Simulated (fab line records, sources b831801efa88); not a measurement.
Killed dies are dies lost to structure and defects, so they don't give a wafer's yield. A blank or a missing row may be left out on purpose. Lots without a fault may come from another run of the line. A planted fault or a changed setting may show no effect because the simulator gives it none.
fab line records | flow gf180mcu
record lots=13 wafers=39 last_day=34
route steps=602 shown MVSD@76 POLY_GATE@167 HV_LDD@197 NSD@262
lots that met no fault: from a run of the same line without faults
start_h: hours from the record's first day to the start of the lot's first wafer shown | wait_h: hours since the lot's step before | " the same as in the row above | L1.1+2: a row that stands for several wafers | - no value, or no start given | * or withheld: withheld | < > ~ a bound
route shown NAME@n: a module of which the file shows steps, and the number in the route of the first | usual: mean/standard deviation of fault-free wafers | same: alike in all rows | chamber/n: place in a boat | sites: the reading at each site | _std_site: their standard deviation | _edge_site: outer sites' mean less inner sites' | radius_mm: how far each site lies from the wafer's centre | mask NAME#n: copy n | behind: the tool/chamber that last shaped the wafer | hold: why the lot was held/for how many hours/how that ended | device: the transistor (n, p or np) that didn't switch | end of line: the same wafers' tests at the end of the route | a step without rows: its recipe alone | killed: dies lost to structure and defects at the first sort, not the wafer's yield | map: a wafer's dies, x killed, . not, _ none there
set.NAME: the setting as run; set.NAME@STEP: as run at that earlier step | model.NAME: the simulator's own value behind a step, which no gauge read
steps of the route over a sample of lots; a table a step, a row a wafer
services: from which hour (start_h, from the record's first day; less than 0 if before it) a tool's chamber was out of use, for how many hours, and why
## steps
# step GF_MVSD_STRIP_10
# recipe chemistry=O2/N2 power_w=1400 pressure_mtorr=1500 platen_temp_c=250 o2_flow_sccm=3000 n2_flow_sccm=300 overash_fraction=0.5
# usual chamber_pressure_mTorr=1500.0/1.5 drypump_motor_current_A=5.5/0.33 heater_power_w=318/17 oes_product_au=0.722/0.0047 strip_time_to_endpoint_s=36.96/0.094
# columns lot.wafer tool chamber start_h wait_h chamber_pressure_mTorr drypump_motor_current_A heater_power_w oes_product_au rf_hours_counter_h strip_time_to_endpoint_s
L921.2 plasma_asher-04 0 80.83 0.1 1502.1 6.0 321 0.725 45 36.87
L921.3 " 0 " " 1501.0 6.0 319 0.723 - 36.84
L921.6 " 0 " " 1498.4 5.9 314 0.727 - 36.85
L924.3 plasma_asher-02 1 97.86 0.1 1502.3 5.3 308 0.722 - 36.94
L924.4 " 0 " " 1502.8 5.6 326 0.729 - 37.09
L924.5 " 0 " " 1501.9 5.6 322 0.719 - 36.94
L925.1 plasma_asher-01 0 107.53 0.1 1500.0 5.0 321 0.725 42 36.94
L925.4 " 0 " " 1498.6 5.0 329 0.726 - 37.00
L925.5 " 1 " " 1499.5 5.2 287 0.719 - 37.07
L926.3 plasma_asher-04 0 117.81 0.1 1498.9 6.0 332 0.716 - 36.84
L926.4 " 1 " " 1500.0 5.7 328 0.735 - 36.94
L926.6 " 0 " " 1502.5 6.0 326 0.730 - 36.85
L929.1 plasma_asher-04 0 129.98 0.1 1500.1 6.0 321 0.731 1 36.72
L929.3 " 1 " " 1498.4 5.6 328 0.721 - 36.81
L929.5 " 1 " " 1498.1 5.6 329 0.722 - 36.92
L930.1 plasma_asher-04 1 136.55 0.1 1500.5 5.6 326 0.723 2 37.01
L930.2 " 0 " " 1498.7 6.0 337 0.725 2 37.03
L930.4 " 1 " " 1498.5 5.6 328 0.724 - 36.96
L931.1 plasma_asher-04 1 141.03 0.1 1498.6 5.7 332 0.730 2 37.06
L931.3 " 0 " " 1501.7 6.0 327 0.717 - 36.93
L931.5 " 1 " " 1501.8 5.6 324 0.716 - 36.94
L932.3 plasma_asher-01 1 147.26 0.1 1499.9 5.2 281 0.729 - 37.06
L932.4 " 0 " " 1503.2 5.0 321 0.723 - 37.00
L932.6 " 0 " " 1501.2 5.0 331 0.723 - 37.00
L934.1 plasma_asher-01 1 158.20 0.1 1500.2 5.2 284 0.723 48 36.95
L934.2 " 0 " " 1500.3 5.0 325 0.721 48 36.99
L934.5 " 1 " " 1500.6 5.2 278 0.713 - 36.95
L936.3 plasma_asher-02 1 167.43 0.1 1500.1 5.3 314 0.725 - 36.83
L936.4 " 0 " " 1500.7 5.6 329 0.726 - 36.88
L936.5 " 1 " " 1499.9 5.3 305 0.723 - 36.88
L937.1 plasma_asher-02 0 174.73 0.1 1497.7 5.6 325 0.723 52 37.01
L937.2 " 1 " " 1499.5 5.3 310 0.726 52 36.96
L937.3 " 1 " " 1500.4 5.3 308 0.729 - 37.10
L938.1 plasma_asher-01 0 179.83 0.1 1499.1 5.0 327 0.732 50 36.77
L938.3 " 0 " " 1498.7 5.0 330 0.719 - 36.91
L938.5 " 1 " " 1501.6 5.2 281 0.721 - 36.85
L944.2 plasma_asher-01 0 214.60 0.1 1502.6 5.0 325 0.721 53 36.87
L944.3 " 0 " " 1500.3 5.0 332 0.718 - 36.99
L944.5 " 1 " " 1498.7 5.2 284 0.715 - 36.89
# step GF_POLY_GATE_CD_MEAS_10
# recipe target_cd_nm=280
# usual cd_nm=280.0/1.3
# columns lot.wafer tool chamber start_h wait_h cd_nm
L921.2 cd_sem-01 - 191.91 0.1 281.0
L921.3 " - " " 279.5
L921.6 " - " " 280.5
L924.3 cd_sem-02 - 214.23 0.1 278.7
L924.4 " - " " 281.0
L924.5 " - " " 281.1
L925.1 cd_sem-02 - 228.24 0.1 281.3
L925.4 " - " " 279.8
L925.5 " - " " 281.1
L926.3 cd_sem-02 - 239.50 0.1 279.2
L926.4 " - " " 279.2
L926.6 " - " " 279.1
L929.1 cd_sem-02 - 254.69 0.1 280.8
L929.3 " - " " 279.0
L929.5 " - " " 280.3
L930.1 cd_sem-02 - 264.06 0.1 278.4
L930.2 " - " " 280.4
L930.4 " - " " 278.4
L931.1 cd_sem-02 - 268.34 0.1 280.2
L931.3 " - " " 280.7
L931.5 " - " " 280.8
L932.3 cd_sem-01 - 275.83 0.1 279.8
L932.4 " - " " 280.0
L932.6 " - " " 279.7
L934.1 cd_sem-01 - 289.21 0.1 281.5
L934.2 " - " " 283.0
L934.5 " - " " 282.4
L936.3 cd_sem-01 - 301.83 0.1 278.3
L936.4 " - " " 277.6
L936.5 " - " " 278.6
L937.1 cd_sem-02 - 308.91 0.1 279.0
L937.2 " - " " 279.1
L937.3 " - " " 281.1
L938.1 cd_sem-01 - 316.59 0.1 277.7
L938.3 " - " " 279.2
L938.5 " - " " 279.4
L944.2 cd_sem-02 - 361.16 0.1 279.1
L944.3 " - " " 279.3
L944.5 " - " " 280.1
# step GF_HV_LDD_IMPLANT_21
# recipe species=BF2 energy_kev=25 dose_cm2=5e+13 tilt_deg=7
# usual dose_ions_cm2=5.001e+13/5.6e+10 faraday_current_uA=283/5
# columns lot.wafer tool chamber start_h wait_h dose_ions_cm2 faraday_current_uA
L921.2 implanter-03 0 229.19 0.0 5.008e+13 294
L921.3 " 0 " " 5.004e+13 282
L921.6 " 0 " " 5.003e+13 281
L924.3 implanter-02 0 253.60 0.1 5.012e+13 280
L924.4 " 0 " " 5.005e+13 285
L924.5 " 0 " " 5e+13 284
L925.1 implanter-02 0 268.36 0.0 5.005e+13 286
L925.4 " 0 " " 5.008e+13 281
L925.5 " 0 " " 5.004e+13 277
L926.3 implanter-02 0 280.54 0.1 4.996e+13 285
L926.4 " 0 " " 4.994e+13 278
L926.6 " 0 " " 5.001e+13 286
L929.1 implanter-01 0 296.39 0.0 4.995e+13 285
L929.3 " 0 " " 5.005e+13 286
L929.5 " 0 " " 5.006e+13 272
L930.1 implanter-01 0 305.77 0.0 5.003e+13 287
L930.2 " 0 " " 5.008e+13 277
L930.4 " 0 " " 5.004e+13 286
L931.1 implanter-03 0 310.62 0.0 5e+13 273
L931.3 " 0 " " 5e+13 282
L931.5 " 0 " " 5.006e+13 287
L932.3 implanter-02 0 320.04 0.1 4.998e+13 291
L932.4 " 0 " " 4.999e+13 286
L932.6 " 0 " " 5.005e+13 288
L934.1 implanter-02 0 332.59 0.0 3.867e+13 219
L934.2 " 0 " " 3.865e+13 217
L934.5 " 0 " " 3.866e+13 223
L936.3 implanter-02 0 345.46 0.1 3.867e+13 221
L936.4 " 0 " " 3.867e+13 220
L936.5 " 0 " " 3.869e+13 217
L937.1 implanter-02 0 353.36 0.0 3.871e+13 215
L937.2 " 0 " " 3.857e+13 218
L937.3 " 0 " " 3.862e+13 221
L938.1 implanter-01 0 361.24 0.0 5.006e+13 280
L938.3 " 0 " " 5.006e+13 283
L938.5 " 0 " " 5.011e+13 287
L944.2 implanter-02 0 409.17 0.0 4.995e+13 294
L944.3 " 0 " " 5.002e+13 287
L944.5 " 0 " " 4.998e+13 283
# step GF_HV_LDD_TW_MEAS_23
# usual HV_LDD_2_TW=1051/5.4
# columns lot.wafer tool chamber start_h wait_h HV_LDD_2_TW
L921.2 film_metro-01 - 229.43 0.1 1051
L921.3 " - " " 1058
L921.6 " - " " 1052
L924.3 film_metro-04 - 253.82 0.1 1046
L924.4 " - " " 1043
L924.5 " - " " 1043
L925.1 film_metro-01 - 268.61 0.1 1052
L925.4 " - " " 1051
L925.5 " - " " 1052
L926.3 film_metro-02 - 280.76 0.1 1054
L926.4 " - " " 1054
L926.6 " - " " 1049
L929.1 film_metro-02 - 296.64 0.1 1051
L929.3 " - " " 1049
L929.5 " - " " 1049
L930.1 film_metro-02 - 306.02 0.1 1048
L930.2 " - " " 1054
L930.4 " - " " 1049
L931.1 film_metro-01 - 310.87 0.1 1047
L931.3 " - " " 1052
L931.5 " - " " 1051
L932.3 film_metro-04 - 320.26 0.1 1050
L932.4 " - " " 1047
L932.6 " - " " 1050
L934.1 film_metro-01 - 332.84 0.1 973
L934.2 " - " " 970
L934.5 " - " " 975
L936.3 film_metro-02 - 345.68 0.1 978
L936.4 " - " " 980
L936.5 " - " " 982
L937.1 film_metro-01 - 353.61 0.1 963
L937.2 " - " " 971
L937.3 " - " " 962
L938.1 film_metro-01 - 361.49 0.1 1050
L938.3 " - " " 1052
L938.5 " - " " 1052
L944.2 film_metro-04 - 409.40 0.1 1055
L944.3 " - " " 1050
L944.5 " - " " 1051
# step GF_PSD_RS_MEAS_14
# recipe thk_meas_gauge=four-point-probe
# usual NSD_RS=46.09/0.09
# columns lot.wafer tool chamber start_h wait_h NSD_RS[ohm/sq]
L921.2 film_metro-03 - 313.48 0.1 46.20
L921.3 " - " " 46.27
L921.6 " - " " 46.19
L924.3 film_metro-03 - 338.85 0.1 46.18
L924.4 " - " " 46.07
L924.5 " - " " 46.13
L925.1 film_metro-03 - 355.64 0.1 46.10
L925.4 " - " " 46.18
L925.5 " - " " 46.09
L926.3 film_metro-01 - 370.80 0.1 45.94
L926.4 " - " " 46.07
L926.6 " - " " 46.06
L929.1 film_metro-03 - 386.31 0.1 46.13
L929.3 " - " " 46.07
L929.5 " - " " 46.10
L930.1 film_metro-04 - 397.51 0.1 46.16
L930.2 " - " " 46.07
L930.4 " - " " 46.05
L931.1 film_metro-01 - 403.37 0.1 45.95
L931.3 " - " " 46.04
L931.5 " - " " 45.94
L932.3 film_metro-03 - 412.67 0.1 46.07
L932.4 " - " " 46.23
L932.6 " - " " 46.05
L934.1 film_metro-01 - 429.61 0.1 46.13
L934.2 " - " " 46.12
L934.5 " - " " 46.11
L936.3 film_metro-03 - 443.31 0.1 46.19
L936.4 " - " " 46.26
L936.5 " - " " 46.21
L937.1 film_metro-01 - 452.51 0.1 46.16
L937.2 " - " " 46.03
L937.3 " - " " 46.13
L938.1 film_metro-04 - 460.26 0.1 45.98
L938.3 " - " " 46.03
L938.5 " - " " 46.07
L944.2 film_metro-04 - 509.80 0.1 46.11
L944.3 " - " " 46.13
L944.5 " - " " 46.10
## services
# columns tool chamber start_h hours kind
implanter-02 - 82.22 4.1 pm
implanter-03 - 94.30 2.0 repair
implanter-01 - 98.20 1.0 repair
plasma_asher-04 - 108.75 9.0 pm
plasma_asher-04 0 108.75 9.0 vent_cycle
plasma_asher-04 1 108.75 9.0 vent_cycle
plasma_asher-04 0 117.75 - clean
implanter-02 - 128.30 3.7 pm
implanter-03 - 129.93 6.2 repair
implanter-01 - 157.77 15.3 pm
implanter-01 - 173.08 5.1 pm
implanter-01 - 211.43 1.3 repair
plasma_asher-02 - 226.03 1.4 repair
plasma_asher-01 - 267.79 2.8 pm
implanter-01 - 276.49 3.6 pm
implanter-01 - 307.94 2.2 repair
plasma_asher-04 - 317.26 3.0 repair
implanter-03 - 318.87 60.6 pm
implanter-02 - 326.68 3.5 repair
implanter-01 - 329.11 2.5 repair
plasma_asher-04 - 332.20 4.3 pm
implanter-02 - 339.35 1.2 repair
implanter-01 - 348.70 9.3 repair
implanter-03 - 393.94 16.2 repair
## key
first_sign step=GF_HV_LDD_IMPLANT_21 reading=dose_ions_cm2 direction=down sigmas=99+ usual=5.001e+13 struck=3.866e+13
effect step=GF_HV_LDD_IMPLANT_21 reading=faraday_current_uA direction=down sigmas=13 usual=283 struck=219
effect step=GF_HV_LDD_TW_MEAS_23 reading=HV_LDD_2_TW direction=down sigmas=14 usual=1051 struck=973
met_at GF_HV_LDD_IMPLANT_21
struck_lots L934,L936,L937
tester_left_out L934,L936,L937
not_acting_at GF_MVSD_STRIP_10,GF_POLY_GATE_CD_MEAS_10,GF_PSD_RS_MEAS_14
onset_between 320.04 332.59
fault kind=process_parameter_drift tool=implanter-02 chamber=- onset_h=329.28 steps=GF_HV_LDD_IMPLANT_21 channel=dose_cm2 offset=-1.1359e+13 shape=step end_h=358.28 acts_in=these_recipes_only stated=5e+13
# tester_left_out: of these lots the tester's yield and bins aren't shown, on N5 and GAA mostly nor the transistor test; their killed dies are dies lost to structure and defects alone, not to doping, threshold or leakage, so they don't give the yield
